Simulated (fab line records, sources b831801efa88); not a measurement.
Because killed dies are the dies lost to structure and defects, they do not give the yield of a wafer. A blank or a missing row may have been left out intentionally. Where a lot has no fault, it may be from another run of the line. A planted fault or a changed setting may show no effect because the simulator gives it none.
Matching of chambers | flow sky130 | SKY_LI_CONTACT_ETCH_15 on rie_diel-03 has 4 sister chambers
The step etches PSG in C4F8/O2/Ar, stops on Si, target depth 600 nm. 14 wafers are shown with their chamber, then 7 later ones without.

## WAFERS, EACH WITH ITS CHAMBER
wafer  | chamber | oes_product_au (a.u.)
L659.1 | 0       | 0.834
L659.2 | 1       | 0.836
L659.3 | 3       | 0.838
L661.4 | 3       | 0.829
L661.5 | 1       | 0.837
L661.6 | 2       | 0.845
L670.1 | 2       | 0.830
L670.4 | 1       | 0.839
L670.5 | 2       | 0.842
L671.2 | 0       | 0.834
L671.3 | 2       | 0.832
L671.4 | 1       | 0.839
L674.3 | 0       | 0.838
L674.4 | 1       | 0.838

SIGNATURES, as means of the wafers listed above
reading        | chamber 0 | chamber 1 | chamber 2 | chamber 3 | scatter within a chamber
oes_product_au | 0.83533   | 0.83780   | 0.83725   | 0.83350   | 0.0047
Rule: a wafer's distance from a chamber is the root of the sum, over the readings, of the square of ((its reading less the chamber's mean) divided by the reading's scatter). If the next closest chamber is less than 2 further off than the closest, the wafer can't be placed; otherwise it belongs to the closest. The scatter: the root of (the sum of the squares of (reading less its chamber's mean) over the shown wafers, divided by (wafers less chambers)).

## WAFERS WHOSE CHAMBER IS MISSING
wafer  | oes_product_au (a.u.)
L674.6 | 0.843
L675.2 | 0.840
L675.3 | 0.830
L675.4 | 0.843
L682.1 | 0.840
L682.4 | 0.837
L682.5 | 0.837

## WHICH CHAMBER EACH WENT THROUGH
wafer  | from the rows above               | in truth
L674.6 | can't be placed: 1 or 2 or 0 or 3 | 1
L675.2 | can't be placed: 1 or 2 or 0 or 3 | 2
L675.3 | can't be placed: 3 or 0 or 2 or 1 | 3
L675.4 | can't be placed: 1 or 2 or 0 or 3 | 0
L682.1 | can't be placed: 1 or 2 or 0 or 3 | 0
L682.4 | can't be placed: 2 or 1 or 0 or 3 | 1
L682.5 | can't be placed: 2 or 1 or 0 or 3 | 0
0 of 7 placed correctly. Not placeable from these rows: 7 (in 7, the candidates include the true chamber). Number placed wrongly: 0.
